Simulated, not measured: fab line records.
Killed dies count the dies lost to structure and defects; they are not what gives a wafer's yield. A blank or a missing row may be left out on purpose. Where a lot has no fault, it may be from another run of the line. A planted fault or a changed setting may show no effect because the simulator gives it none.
Matching of chambers | flow sky130 | SKY_VIA3_CMP_24 on cmp-02 has 4 sister chambers
The step polishes, stops on SiO2, t overpolish 20 s, target thk 0 nm. 4 wafers are shown with their chamber, then 6 later ones without.

== WAFERS WITH THEIR CHAMBER ==
wafer  | chamber | motor-current-A (A)
L324.6 | 2       | 10.2
L328.1 | 0       | 9.8
L330.1 | 3       | 10.4
L330.4 | 1       | 8.7

== WAFERS WITHOUT THEIR CHAMBER ==
wafer  | motor-current-A (A)
L330.5 | 11.2
L333.2 | 10.9
L333.3 | 9.9
L333.5 | 10.4
L339.5 | 10.9
L339.6 | 11.0

== WHICH CHAMBER EACH WENT THROUGH ==
wafer  | from the rows above          | in truth
L330.5 | can't be placed: 3 or 2 or 0 | 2
L333.2 | can't be placed: 3 or 2 or 0 | 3
L333.3 | can't be placed: 0 or 2 or 3 | 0
L333.5 | can't be placed: 3 or 2 or 0 | 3
L339.5 | can't be placed: 3 or 2 or 0 | 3
L339.6 | can't be placed: 3 or 2 or 0 | 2
Correct placement for 0 of the 6. Not placeable from these rows: 6 (in 6, the candidates include the true chamber). 0 placed wrongly.
How it was worked out, from the rows above alone: a wafer's distance from a chamber is the root of the sum, over the readings, of the square of ((its reading less the chamber's mean) divided by the reading's scatter). The wafer belongs to the nearest chamber; if the next one is less than 2 further off, it can't be placed. A chamber's mean is the mean of its shown wafers. The scatter: with one shown wafer a chamber, the root of the mean of the squares of how far each hidden wafer lies from its nearest shown one.
